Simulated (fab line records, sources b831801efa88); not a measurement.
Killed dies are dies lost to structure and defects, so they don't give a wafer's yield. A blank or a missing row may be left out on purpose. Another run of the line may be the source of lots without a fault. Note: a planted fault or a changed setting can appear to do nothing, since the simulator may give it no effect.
fab line records -- flow sky130
record: lots: 13, wafers: 36, last-day: 49
route steps=708 shown FIELD_ISO@17 NWELL@75 VT_ADJUST_HVTP@92 PAD_OPEN@708
lots that met no fault: taken from a fault-free run of the same line
start-h: hours from the record's first day to the start of the lot's first wafer shown -- wait-h: hours since the lot's step before -- " as in the row above -- L1.1+2: several wafers, shown together as one row -- - no value present, or no start provided -- * or withheld: withheld -- < > ~ a bound
route shown NAME@n: names a module that has steps shown in the file, with the first one's number in the route -- usual: average and standard deviation across the fault-free wafers -- same: alike in all rows -- chamber/n: place in a boat -- sites: readings site by site -- _std_site: standard deviation across them -- _edge_site: mean of outer sites minus mean of inner sites -- radius-mm: how far each site lies from the wafer's centre -- mask NAME#n: copy n -- behind: the most recent tool/chamber to have shaped the wafer -- hold: cause of the lot's hold/its duration in hours/its outcome -- device: the transistor (n, p or np) that didn't switch -- end of line: tests run on the same wafers once the route is complete -- a step with no rows: only its recipe -- killed: count of dies lost to structure and defects at first sort (not the wafer's yield) -- map: the dies of a wafer, with x for killed, . for not killed, _ for no die there
set.NAME: the setting as run; set.NAME@STEP: as run at that earlier step -- model.NAME: the simulator's own value behind a step, which no gauge read
route steps across a sampled set of lots; one table per step, one row per wafer
services: when a tool's chamber went out of use (start-h, in hours from the record's first day, below 0 if earlier), for how many hours, and the reason
== steps ==
step: SKY_FIELD_ISO_STRIP_16
recipe: chemistry: O2/N2, power-w: 1400, pressure-mtorr: 1500, platen-temp-c: withheld, o2-flow-sccm: 3000, n2-flow-sccm: 300, overash-fraction: 0.5
usual: drypump-motor-current-A: 5.8/0.34, o2-flow-sccm: 3000/8.3, oes-product-au: 0.378/0.0047, strip-time-to-endpoint-s: 3.56/0.038
lot.wafer,tool,chamber,start-h,wait-h,drypump-motor-current-A,o2-flow-sccm,oes-product-au,rf-hours-counter-h,strip-time-to-endpoint-s
L858.3,plasma-asher-04,0,36.77,0.1,5.8,3001,0.370,-,3.53
L858.5,plasma-asher-04,0,36.77,0.1,5.8,2995,0.379,-,3.57
L858.6,plasma-asher-04,1,36.77,0.1,6.3,3009,0.374,-,3.53
L859.1,plasma-asher-03,0,39.55,0.0,5.7,3013,0.377,36,3.52
L859.2,plasma-asher-03,1,39.55,0.0,5.9,2994,0.385,36,3.48
L859.4,plasma-asher-03,0,39.55,0.0,5.7,2998,0.377,-,3.58
L860.2,plasma-asher-04,1,44.13,0.0,6.4,2988,0.378,23,3.61
L860.5,plasma-asher-04,0,44.13,0.0,5.7,3001,0.374,-,3.54
L860.6,plasma-asher-04,1,44.13,0.0,6.4,2992,0.375,-,3.58
L861.4,plasma-asher-04,1,48.30,0.1,6.4,3008,0.367,-,3.51
L861.5,plasma-asher-04,1,48.30,0.1,6.4,3008,0.382,-,3.50
L861.6,plasma-asher-04,0,48.30,0.1,5.8,2987,0.374,-,3.53
L862.1,plasma-asher-04,0,59.10,0.0,5.7,2994,0.377,25,3.54
L862.2,plasma-asher-04,1,59.10,0.0,6.4,2983,0.375,25,3.58
L862.3,plasma-asher-04,1,59.10,0.0,6.4,2992,0.375,-,3.60
L863.2,plasma-asher-01,0,59.22,0.0,5.4,2999,0.378,36,3.61
L863.5,plasma-asher-01,0,59.22,0.0,5.4,3004,0.372,-,3.54
L863.6,plasma-asher-01,1,59.22,0.0,5.4,3004,0.384,-,3.61
L864.2,plasma-asher-04,0,67.27,0.0,5.8,2991,0.386,25,3.53
L864.3,plasma-asher-04,1,67.27,0.0,6.4,3001,0.381,-,3.58
L864.4,plasma-asher-04,0,67.27,0.0,5.7,2996,0.377,-,3.53
L865.1,plasma-asher-04,0,73.08,0.0,5.8,2999,0.375,26,3.54
L865.4,plasma-asher-04,1,73.08,0.0,6.3,2992,0.365,-,3.52
L865.5,plasma-asher-04,1,73.08,0.0,6.3,3011,0.375,-,3.48
L866.4,plasma-asher-03,0,78.65,0.1,5.8,3000,0.380,-,3.58
L866.5,plasma-asher-03,0,78.65,0.1,5.7,2996,0.391,-,3.65
L866.6,plasma-asher-03,1,78.65,0.1,5.8,3001,0.388,-,3.65
L868.1,plasma-asher-01,0,88.03,0.0,5.5,2997,0.378,39,3.57
L868.3,plasma-asher-01,0,88.03,0.0,5.4,2992,0.378,-,3.59
L868.6,plasma-asher-01,0,88.03,0.0,5.5,2993,0.379,-,3.60
L872.1,plasma-asher-04,0,106.42,0.0,5.8,3006,0.378,28,3.56
L872.2,plasma-asher-04,1,106.42,0.0,6.4,3011,0.378,28,3.56
L873.1,plasma-asher-04,1,112.83,0.0,6.4,3002,0.381,29,3.61
L873.2,plasma-asher-04,0,112.83,0.0,5.8,3013,0.375,29,3.59
L874.1,plasma-asher-01,1,116.68,0.0,5.4,2988,0.382,43,3.62
L874.2,plasma-asher-01,0,116.68,0.0,5.5,3004,0.380,43,3.58
step: SKY_NWELL_DEVELOP_22
recipe: wall-angle-deg: 90, developer: TMAH, develop-time-s: 60, dev-temp-c: 23
lot.wafer,tool,chamber,start-h,wait-h
L858.3+5+6,litho-track-02,0,121,-
L859.1+2+4,litho-track-02,0,122,-
L860.2+5+6,litho-track-02,0,122,-
L861.4+5+6,litho-track-03,0,140,-
L863.2+5+6,litho-track-04,0,146,-
L864.2+3+4,litho-track-02,0,147,-
L862.1+2+3,litho-track-03,0,148,-
L865.1+4+5,litho-track-03,0,153,-
L866.4+5+6,litho-track-04,0,159,-
L868.1+3+6,litho-track-04,0,172,-
L872.1+2,litho-track-04,0,196,-
L873.1+2,litho-track-04,0,202,-
L874.1+2,litho-track-04,0,206,-
step: SKY_NWELL_OVL_MEAS_23
usual: NWELL_01_OVL: -0.2/1.3
lot.wafer,tool,chamber,start-h,wait-h,NWELL_01_OVL[nm]
L858.3,overlay-02,-,122.06,-,-1.6
L858.5,overlay-02,-,122.06,-,-0.5
L858.6,overlay-02,-,122.06,-,-0.7
L859.1,overlay-01,-,122.40,-,-1.3
L859.2,overlay-01,-,122.40,-,1.4
L859.4,overlay-01,-,122.40,-,-1.2
L860.2,overlay-02,-,122.75,-,-3.8
L860.5,overlay-02,-,122.75,-,-2.4
L860.6,overlay-02,-,122.75,-,-0.8
L861.4,overlay-02,-,140.60,-,0.4
L861.5,overlay-02,-,140.60,-,1.9
L861.6,overlay-02,-,140.60,-,-0.6
L863.2,overlay-01,-,146.44,-,-0.8
L863.5,overlay-01,-,146.44,-,-0.3
L863.6,overlay-01,-,146.44,-,-1.0
L864.2,overlay-02,-,147.60,-,-1.3
L864.3,overlay-02,-,147.60,-,-0.5
L864.4,overlay-02,-,147.60,-,-1.1
L862.1,overlay-02,-,148.28,-,1.8
L862.2,overlay-02,-,148.28,-,2.1
L862.3,overlay-02,-,148.28,-,2.4
L865.1,overlay-01,-,153.48,-,0.2
L865.4,overlay-01,-,153.48,-,-1.6
L865.5,overlay-01,-,153.48,-,-0.9
L866.4,overlay-02,-,159.30,-,0.2
L866.5,overlay-02,-,159.30,-,-0.4
L866.6,overlay-02,-,159.30,-,-1.6
L868.1,overlay-02,-,172.43,-,-2.9
L868.3,overlay-02,-,172.43,-,-0.9
L868.6,overlay-02,-,172.43,-,0.6
L872.1,overlay-02,-,196.33,-,-0.1
L872.2,overlay-02,-,196.33,-,-
L873.1,overlay-01,-,202.28,-,-0.7
L873.2,overlay-01,-,202.28,-,-
L874.1,overlay-01,-,206.33,-,-0.3
L874.2,overlay-01,-,206.33,-,-
step: SKY_NWELL_RTA_28
recipe: temp-c: 1050, time-s: 30, idle-temp-c: 650, ramp-up-c-per-s: 150, ramp-down-c-per-s: 90, ambient: N2
usual: lamp-power-pct: 25.31/0.053, wafer_temp_C_max: 1054.9/0.95
lot.wafer,tool,chamber,start-h,wait-h,lamp-power-pct,wafer_temp_C_max
L858.3,rtp-anneal-01,0,122.48,0.0,25.30,1054.2
L858.5,rtp-anneal-01,0,122.48,0.0,25.33,1055.2
L858.6,rtp-anneal-01,0,122.48,0.0,25.20,1055.9
L859.1,rtp-anneal-02,0,122.79,0.0,25.33,1057.1
L859.2,rtp-anneal-02,0,122.79,0.0,25.41,1055.0
L859.4,rtp-anneal-02,0,122.79,0.0,25.27,1055.0
L860.2,rtp-anneal-01,0,123.29,0.0,25.26,1055.0
L860.5,rtp-anneal-01,0,123.29,0.0,25.27,1053.8
L860.6,rtp-anneal-01,0,123.29,0.0,25.31,1054.3
L861.4,rtp-anneal-02,0,141.03,0.1,25.20,1054.9
L861.5,rtp-anneal-02,0,141.03,0.1,25.39,1054.5
L861.6,rtp-anneal-02,0,141.03,0.1,25.32,1054.8
L863.2,rtp-anneal-01,0,146.89,0.0,25.38,1054.6
L863.5,rtp-anneal-01,0,146.89,0.0,25.25,1055.6
L863.6,rtp-anneal-01,0,146.89,0.0,25.40,1055.2
L864.2,rtp-anneal-02,0,148.06,0.0,25.24,1055.1
L864.3,rtp-anneal-02,0,148.06,0.0,25.27,1054.1
L864.4,rtp-anneal-02,0,148.06,0.0,25.32,1054.0
L862.1,rtp-anneal-01,0,148.68,0.0,25.35,1055.0
L862.2,rtp-anneal-01,0,148.68,0.0,25.28,1056.1
L862.3,rtp-anneal-01,0,148.68,0.0,25.32,1054.9
L865.1,rtp-anneal-02,0,153.88,0.0,25.36,1053.5
L865.4,rtp-anneal-02,0,153.88,0.0,25.41,1054.9
L865.5,rtp-anneal-02,0,153.88,0.0,25.34,1056.0
L866.4,rtp-anneal-02,0,159.73,0.1,25.39,1054.2
L866.5,rtp-anneal-02,0,159.73,0.1,25.22,1054.2
L866.6,rtp-anneal-02,0,159.73,0.1,25.29,1054.8
L868.1,rtp-anneal-01,0,172.83,0.0,25.27,1054.2
L868.3,rtp-anneal-01,0,172.83,0.0,25.29,1055.3
L868.6,rtp-anneal-01,0,172.83,0.0,25.31,1056.6
L872.1,rtp-anneal-02,0,196.73,0.0,25.30,1054.6
L872.2,rtp-anneal-02,0,196.73,0.0,25.33,1056.3
L873.1,rtp-anneal-01,0,202.68,0.0,25.29,1054.9
L873.2,rtp-anneal-01,0,202.68,0.0,25.30,1055.1
L874.1,rtp-anneal-02,0,206.73,0.0,25.29,1055.2
L874.2,rtp-anneal-02,0,206.73,0.0,25.37,1055.4
step: SKY_VT_ADJUST_HVTP_CD_MEAS_07
recipe: target-cd-nm: 380
usual: cd-nm: 380.3/2.2
lot.wafer,tool,chamber,start-h,wait-h,cd-nm
L858.3,cd-sem-02,-,142.32,0.1,379.8
L858.5,cd-sem-02,-,142.32,0.1,380.7
L858.6,cd-sem-02,-,142.32,0.1,378.5
L859.1,cd-sem-01,-,142.41,0.1,381.0
L859.2,cd-sem-01,-,142.41,0.1,379.3
L859.4,cd-sem-01,-,142.41,0.1,383.3
L860.2,cd-sem-02,-,142.52,0.1,378.5
L860.5,cd-sem-02,-,142.52,0.1,378.5
L860.6,cd-sem-02,-,142.52,0.1,379.5
L861.4,cd-sem-02,-,160.41,0.2,382.1
L861.5,cd-sem-02,-,160.41,0.2,378.3
L861.6,cd-sem-02,-,160.41,0.2,382.1
L863.2,cd-sem-01,-,166.93,0.1,378.6
L863.5,cd-sem-01,-,166.93,0.1,381.6
L863.6,cd-sem-01,-,166.93,0.1,381.8
L864.2,cd-sem-01,-,167.72,0.1,381.0
L864.3,cd-sem-01,-,167.72,0.1,383.0
L864.4,cd-sem-01,-,167.72,0.1,379.8
L862.1,cd-sem-02,-,169.10,0.1,382.2
L862.2,cd-sem-02,-,169.10,0.1,385.4
L862.3,cd-sem-02,-,169.10,0.1,383.9
L865.1,cd-sem-02,-,175.33,0.1,377.4
L865.4,cd-sem-02,-,175.33,0.1,375.7
L865.5,cd-sem-02,-,175.33,0.1,378.3
L866.4,cd-sem-01,-,179.99,0.1,378.5
L866.5,cd-sem-01,-,179.99,0.1,380.6
L866.6,cd-sem-01,-,179.99,0.1,382.4
L868.1,cd-sem-02,-,193.13,0.1,379.9
L868.3,cd-sem-02,-,193.13,0.1,379.1
L868.6,cd-sem-02,-,193.13,0.1,379.6
L872.1,cd-sem-01,-,217.35,0.1,383.5
L872.2,cd-sem-01,-,217.35,0.1,384.8
L873.1,cd-sem-01,-,223.96,0.1,376.7
L873.2,cd-sem-01,-,223.96,0.1,378.4
L874.1,cd-sem-02,-,228.05,0.1,382.9
L874.2,cd-sem-02,-,228.05,0.1,384.2
step: SKY_PAD_OPEN_PROBE_99
usual: killed_at_M0_to_M3: 43/6.8, killed_at_M4_up: 3.0/1.6, killed-at-contacts: 25/6, killed-at-front-end: 15/4.4, killed-at-other: 0.3/0.52, killed-dies: 86/9.6, killed-on-rim: 17/3.5, killed-open: 47/6.7, killed-short: 39/6.8
same: gross-dies: 492, killed-at-back-side: 0
lot.wafer,tool,chamber,start-h,wait-h,killed_at_M0_to_M3,killed_at_M4_up,killed-at-contacts,killed-at-front-end,killed-at-other,killed-dies,killed-on-rim,killed-open,killed-short
L863.2,prober-01,-,1121.11,0.1,43,6,24,17,1,91,18,46,45
L863.5,prober-01,-,1121.26,0.2,45,4,14,12,0,75,12,37,38
L863.6,prober-01,-,1121.31,0.2,60,0,23,9,0,92,19,38,54
L864.2,prober-01,-,1127.79,0.1,39,2,17,9,0,67,12,42,25
L864.3,prober-01,-,1127.84,0.2,43,4,26,14,0,87,12,55,32
L864.4,prober-01,-,1127.89,0.2,29,2,31,18,0,80,15,39,40
L868.1,prober-02,-,1155.85,0.1,44,2,23,18,0,87,13,46,41
L868.3,prober-02,-,1155.95,0.2,33,5,22,12,0,72,13,44,28
L868.6,prober-02,-,1156.10,0.2,42,1,21,9,0,73,13,43,30
L872.1,prober-01,-,1165.20,0.1,38,3,21,13,1,76,11,40,36
L872.2,prober-01,-,1165.25,0.1,58,2,18,414,0,492,96,53,44
L873.1,prober-02,-,1170.53,0.1,45,1,29,9,0,84,9,47,37
L873.2,prober-02,-,1170.58,0.1,33,5,23,431,0,492,96,35,38
L874.1,prober-01,-,1174.40,0.1,36,2,15,14,0,67,18,39,28
L874.2,prober-01,-,1174.45,0.1,39,4,24,425,0,492,96,45,38
killed by level:class
L863.2 VIA3:geometric-particle:open=10 VIA1:geometric-particle:short=8 CONTACT:geometric-particle:open=8 FIELD_ISO:geometric-particle:short=7 METAL2:geometric-particle:short=6 VIA2:geometric-particle:open=6 CONTACT:geometric-particle:short=5 LOCAL_INTERCONNECT:geometric-particle:open=5
L863.5 VIA1:geometric-particle:open=9 VIA1:geometric-particle:short=8 VIA2:geometric-particle:open=5 METAL2:geometric-particle:short=5 POLY_GATE:geometric-particle:open=4 LI_CONTACT:geometric-particle:short=4 LI_CONTACT:geometric-particle:open=4 METAL3:geometric-particle:short=4
L863.6 VIA1:geometric-particle:open=11 CONTACT:geometric-particle:short=10 METAL1:geometric-particle:short=8 METAL2:geometric-particle:short=8 VIA3:geometric-particle:short=8 VIA1:geometric-particle:short=7 CONTACT:geometric-particle:open=6 VIA3:geometric-particle:open=6
L864.2 VIA1:geometric-particle:open=9 VIA3:geometric-particle:open=8 LI_CONTACT:geometric-particle:open=7 VIA2:geometric-particle:open=7 CONTACT:geometric-particle:short=5 METAL1:geometric-particle:short=5 CONTACT:geometric-particle:open=4 METAL2:geometric-particle:short=3
L864.3 VIA2:geometric-particle:open=12 CONTACT:geometric-particle:open=10 VIA1:geometric-particle:open=10 METAL2:geometric-particle:short=9 LI_CONTACT:geometric-particle:open=7 FIELD_ISO:geometric-particle:open=6 LI_CONTACT:geometric-particle:short=4 METAL1:geometric-particle:short=4
L864.4 CONTACT:geometric-particle:open=12 POLY_GATE:geometric-particle:short=6 LI_CONTACT:geometric-particle:open=6 METAL1:geometric-particle:short=6 LOCAL_INTERCONNECT:geometric-particle:short=5 CONTACT:geometric-particle:short=5 VIA3:geometric-particle:open=5 POLY_GATE:geometric-particle:open=4
L868.1 VIA1:geometric-particle:open=12 CONTACT:geometric-particle:open=9 FIELD_ISO:geometric-particle:short=8 METAL1:geometric-particle:short=6 VIA2:geometric-particle:open=5 VIA3:geometric-particle:open=5 LI_CONTACT:geometric-particle:open=4 CONTACT:geometric-particle:short=4
L868.3 CONTACT:geometric-particle:open=9 VIA1:geometric-particle:open=8 VIA2:geometric-particle:open=7 LI_CONTACT:geometric-particle:open=7 VIA2:geometric-particle:short=5 FIELD_ISO:geometric-particle:short=4 VIA3:geometric-particle:open=4 POLY_GATE:geometric-particle:open=4
L868.6 VIA1:geometric-particle:open=10 CONTACT:geometric-particle:open=9 VIA2:geometric-particle:open=8 METAL2:geometric-particle:short=7 LI_CONTACT:geometric-particle:open=5 VIA3:geometric-particle:open=4 FIELD_ISO:geometric-particle:short=3 CONTACT:geometric-particle:short=3
L872.1 CONTACT:geometric-particle:open=9 LI_CONTACT:geometric-particle:open=7 METAL2:geometric-particle:short=7 FIELD_ISO:geometric-particle:open=6 VIA1:geometric-particle:open=6 METAL1:geometric-particle:short=5 VIA1:geometric-particle:short=4 VIA3:geometric-particle:short=4
L872.2 NWELL:area-develop=395 VIA1:geometric-particle:open=11 VIA3:geometric-particle:open=10 METAL2:geometric-particle:short=9 LI_CONTACT:geometric-particle:open=8 VIA2:geometric-particle:open=8 POLY_GATE:geometric-particle:open=5 POLY_GATE:geometric-particle:short=5
L873.1 VIA3:geometric-particle:open=11 CONTACT:geometric-particle:open=8 VIA2:geometric-particle:open=8 LI_CONTACT:geometric-particle:open=7 VIA1:geometric-particle:open=7 METAL2:geometric-particle:short=6 LOCAL_INTERCONNECT:geometric-particle:short=5 CONTACT:geometric-particle:short=5
L873.2 NWELL:area-develop=419 CONTACT:geometric-particle:open=8 VIA1:geometric-particle:open=8 CONTACT:geometric-particle:short=6 METAL2:geometric-particle:short=6 VIA2:geometric-particle:open=6 METAL4:geometric-particle:short=5 FIELD_ISO:geometric-particle:short=4
L874.1 VIA1:geometric-particle:open=10 CONTACT:geometric-particle:open=7 METAL1:geometric-particle:short=7 LI_CONTACT:geometric-particle:open=4 METAL2:geometric-particle:short=4 VIA2:geometric-particle:open=4 VIA3:geometric-particle:open=4 FIELD_ISO:geometric-particle:open=3
L874.2 NWELL:area-develop=409 CONTACT:geometric-particle:open=11 VIA1:geometric-particle:open=8 LI_CONTACT:geometric-particle:open=6 FIELD_ISO:geometric-particle:short=5 METAL1:geometric-particle:short=5 METAL3:geometric-particle:short=5 CONTACT:geometric-particle:short=4
== services ==
tool,chamber,start-h,hours,kind
rtp-anneal-02,-,49.14,5.9,pm
litho-track-03,-,58.14,-,consumable-replace:filter
plasma-asher-04,-,72.30,0.6,repair
plasma-asher-04,-,87.18,9.7,repair
plasma-asher-03,-,92.42,1.5,repair
plasma-asher-03,-,108.75,9.0,pm
plasma-asher-03,0,108.75,9.0,vent-cycle
plasma-asher-03,1,108.75,9.0,vent-cycle
plasma-asher-03,0,117.75,-,clean
plasma-asher-03,1,117.75,-,clean
plasma-asher-04,-,157.77,5.4,repair
plasma-asher-04,-,199.23,2.8,pm
== key ==
first-sign: step: SKY_NWELL_OVL_MEAS_23, reading: NWELL_01_OVL, direction: missing
effect: step: SKY_PAD_OPEN_PROBE_99, reading: killed-at-front-end, direction: up, sigmas: 92, usual: 15, struck: 423
more-kills-born-at: SKY_NWELL_DEVELOP_22@litho-track-04: 1223
met-at SKY_NWELL_DEVELOP_22
struck-lots L872,L873,L874
struck-wafers L872.2,L873.2,L874.2
tester-left-out L872,L873,L874
not-acting-at SKY_FIELD_ISO_STRIP_16,SKY_NWELL_RTA_28,SKY_VT_ADJUST_HVTP_CD_MEAS_07
onset-between 172 196
fault: kind: process-parameter-drift, tool: litho-track-04, chamber: -, onset-h: 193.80, steps: SKY_NWELL_DEVELOP_22, channel: develop-time-s, offset: *, shape: step, end-h: 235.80, scope: struck-wafers-only, acts-in: *, stated: *
tester-left-out: of these lots the tester's yield and bins aren't shown, on N5 and GAA mostly nor the transistor test; their killed dies are dies lost to structure and defects alone, not to doping, threshold or leakage, so they don't give the yield
